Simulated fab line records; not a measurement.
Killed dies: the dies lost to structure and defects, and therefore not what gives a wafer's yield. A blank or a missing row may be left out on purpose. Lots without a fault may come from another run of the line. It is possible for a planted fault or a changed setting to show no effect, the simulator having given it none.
Which tool did it? / flow gf180mcu / 6 lots with 18 wafers sampled at 3 steps, on a route of 602 steps

== WHAT THE GAUGES SHOWED, per wafer ==
GF_V2_RS_MEAS_24: measurement is done with a four-point probe.
lot=L881; measured=day 21 17:59; on=film_metro-01; V2_W_RS (ohm/sq)=0.3266 0.3300 0.3320
lot=L882; measured=day 21 20:54; on=film_metro-02; V2_W_RS (ohm/sq)=0.3259 0.3228 0.3247
lot=L886; measured=day 23 07:57; on=film_metro-04; V2_W_RS (ohm/sq)=0.3695 0.3655 0.3713
lot=L893; measured=day 25 12:18; on=film_metro-02; V2_W_RS (ohm/sq)=0.3278 0.3268 0.3290
lot=L899; measured=day 27 12:31; on=film_metro-02; V2_W_RS (ohm/sq)=0.3275 0.3297 0.3314
lot=L901; measured=day 28 00:11; on=film_metro-02; V2_W_RS (ohm/sq)=0.3237 0.3256 0.3264

== WHAT TOOL EACH LOT RAN ON (gives the tool, then ch and the chambers of the sampled wafers, and finally the start) ==
lot=L881; GF_V2_SPUTTER_21=pvd_sputter-03, day 21 17:44; GF_V2_CVD_23=cvd_w-01 ch 0,1, day 21 17:53
lot=L882; GF_V2_SPUTTER_21=pvd_sputter-03, day 21 20:39; GF_V2_CVD_23=cvd_w-02 ch 0,1, day 21 20:47
lot=L886; GF_V2_SPUTTER_21=pvd_sputter-04, day 23 07:35; GF_V2_CVD_23=cvd_w-02 ch 1, day 23 07:46
lot=L893; GF_V2_SPUTTER_21=pvd_sputter-03, day 25 12:04; GF_V2_CVD_23=cvd_w-01 ch 0,1, day 25 12:10
lot=L899; GF_V2_SPUTTER_21=pvd_sputter-02, day 27 12:17; GF_V2_CVD_23=cvd_w-01 ch 0,1, day 27 12:23
lot=L901; GF_V2_SPUTTER_21=pvd_sputter-04, day 27 23:59; GF_V2_CVD_23=cvd_w-01 ch 0,1, day 28 00:05
- GF_V2_SPUTTER_21: material Ti, target thk 15 nm, time 80.02 s.
- GF_V2_CVD_23: deposits W, target thk 350 nm, time 104.94 s.

== THE ANSWER, worked out from the rows above alone ==
Rule: what is usual is taken from the lots themselves. Put in order of their means at a reading, lots are off if they are a third of the lots or fewer, leave a main group of 4 or more, and stand apart from it by a gap of 3 or more times the standard deviation of the main group's means; of several such gaps the widest counts. Not used: any main group whose means are identical at the precision the tables above print for the reading. Also off: a lot with no number at a reading for which 4 or more lots have one. Where the step has rows for the other lots, those lots are counted as sound.
Off: L886, seen at GF_V2_RS_MEAS_24 (V2_W_RS). For the main group the mean is 0.3273 ohm/sq and the standard deviation 0.0021.
If a tool, at a process step before that reading, ran all the lots that are off and no sound lot after the first of them, it fits. Gauges at GF_V2_RS_MEAS_24: tried the same way as those tools. 2 tools fit, cvd_w-02 at GF_V2_CVD_23 and film_metro-04 at GF_V2_RS_MEAS_24, so this cannot tell which one it is.

== WHAT HAD BEEN PUT IN BY THE SIMULATOR ==
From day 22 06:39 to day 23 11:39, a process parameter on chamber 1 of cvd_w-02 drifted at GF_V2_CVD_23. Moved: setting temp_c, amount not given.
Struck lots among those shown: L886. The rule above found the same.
